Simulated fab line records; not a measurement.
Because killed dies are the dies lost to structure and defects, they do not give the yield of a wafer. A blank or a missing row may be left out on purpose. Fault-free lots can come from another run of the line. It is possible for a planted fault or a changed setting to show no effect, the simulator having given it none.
Comparing a struck lot with a sound one -- flow gf180mcu -- 23 out of 602 route steps
Sound: wafers L559.2, L559.5, L559.6. The struck wafers were L568.3, L568.5, L568.6. The cause is named last.
Order at every step that has rows: each side's tool, ch and its chambers, its first start. Under that, the readings that differ: sound wafers -- struck wafers -- difference of the means -- sigmas: that difference in standard deviations of wafers without a fault.
alike: same words and numbers on both sides, and readings whose means sit less than 2 such deviations apart. not compared: any withheld reading, any reading some wafer has no value for, any bound like >300 that may hide the same value, and any number with overlapping values for which the record gives no deviation.
The two part at a step that has a row with sigmas, a row that says differs or no value, or rows on one side only. Numbers that don't overlap but have no deviation are shown without sigmas and don't part them. A reading that every wafer of one side lacks parts them only if that side has two wafers or more.

first, 2 steps without rows for these wafers: GF_HV_LDD_PEB_29; GF_HV_LDD_DEVELOP_30 (develop time 60 s).
GF_HV_LDD_CD_MEAS_31: target cd 400 nm.
  sound on cd_sem-01, day 14 16:05; struck on cd_sem-02, day 17 20:48
  alike: cd_nm
GF_HV_LDD_OVL_MEAS_32:
  sound on overlay-01, day 14 16:12; struck on overlay-01, day 17 20:54
  alike: HV_LDD_02_OVL
then, 4 steps without rows for these wafers: GF_HV_LDD_IMPLANT_33; GF_HV_LDD_IMPLANT_34; GF_HV_LDD_IMPLANT_35; GF_HV_LDD_IMPLANT_36.
GF_HV_LDD_STRIP_37: strips in O2/N2.
  sound on plasma_asher-02 ch 0,1, day 14 16:50; struck on plasma_asher-04 ch 0,1, day 17 21:33
  alike: drypump_motor_current_A, heater_power_w, oes_product_au, strip_time_to_endpoint_s
  not compared: rf_hours_counter_h
GF_HV_LDD_TW_MEAS_38:
  sound on film_metro-03, day 14 16:56; struck on film_metro-02, day 17 21:38
  alike: HV_LDD_3_TW
then, 2 steps without rows for these wafers: GF_HV_LDD_DEHYDRATE_39 (time 60 s); GF_HV_LDD_HMDS_40 (prime time 60 s).
GF_HV_LDD_COAT_41: resist thk 1000 nm.
  sound on litho_track-04 ch 0, day 15 03:09; struck on litho_track-04 ch 0, day 18 08:55
reading,sound,struck,difference,sigmas
model.NOVOLAK_of_HV_LDD_COAT_41.thk_nm (nm),1003 1006 1000,789.7 788.9 789.7,-213.6,
then, 3 steps without rows for these wafers: GF_HV_LDD_SOFTBAKE_42 (time 60 s); GF_HV_LDD_EXPOSE_43 (exposes mask Pplus HV AREA, target cd 400 nm); GF_HV_LDD_PEB_44.
GF_HV_LDD_DEVELOP_45: develop time 60 s.
  sound on litho_track-03 ch 0, day 15 13:56; struck on litho_track-04 ch 0, day 18 20:58
reading,sound,struck,difference,sigmas
model.NOVOLAK_of_HV_LDD_COAT_41.thk_nm (nm),1002 1006 999.9,789.3 788.5 789.3,-213.6,
model.HV_LDD.cd_nm (nm),397.2 397.2 394.6,416.1 416.8 416.1,+20.0,
GF_HV_LDD_CD_MEAS_46: target cd 400 nm.
  sound on cd_sem-02, day 15 14:05; struck on cd_sem-02, day 18 21:07
reading,sound,struck,difference,sigmas
cd_nm (nm),396.9 397.0 394.8,415.8 416.9 415.8,+19.9,+7
GF_HV_LDD_OVL_MEAS_47:
  sound on overlay-02, day 15 14:11; struck on overlay-01, day 18 21:12
  alike: HV_LDD_03_OVL
next, for these wafers, 1 step has no rows: GF_HV_LDD_IMPLANT_48.
GF_HV_LDD_STRIP_49: strips in O2/N2.
  sound on plasma_asher-04 ch 0,1, day 15 14:22; struck on plasma_asher-04 ch 0,1, day 18 21:25
reading,sound,struck,difference,sigmas
oes_product_au (a.u.),0.712 0.708 0.721,0.655 0.652 0.652,-0.061,-13
strip_time_to_endpoint_s (s),12.65 12.71 12.63,10.17 10.15 10.19,-2.49,-69
  alike: drypump_motor_current_A, heater_power_w
  not compared: rf_hours_counter_h
GF_HV_LDD_TW_MEAS_50:
  sound on film_metro-02, day 15 14:29; struck on film_metro-04, day 18 21:30
  alike: HV_LDD_4_TW
GF_PASSIVATION_PROBE_99:
  rows exist in the record for the sound wafers here (prober-01, day 31 20:11), none for the struck ones

WHERE THEY PART
First at GF_HV_LDD_CD_MEAS_46; last, within this record, at GF_PASSIVATION_PROBE_99.

WHY: what the simulator had put in
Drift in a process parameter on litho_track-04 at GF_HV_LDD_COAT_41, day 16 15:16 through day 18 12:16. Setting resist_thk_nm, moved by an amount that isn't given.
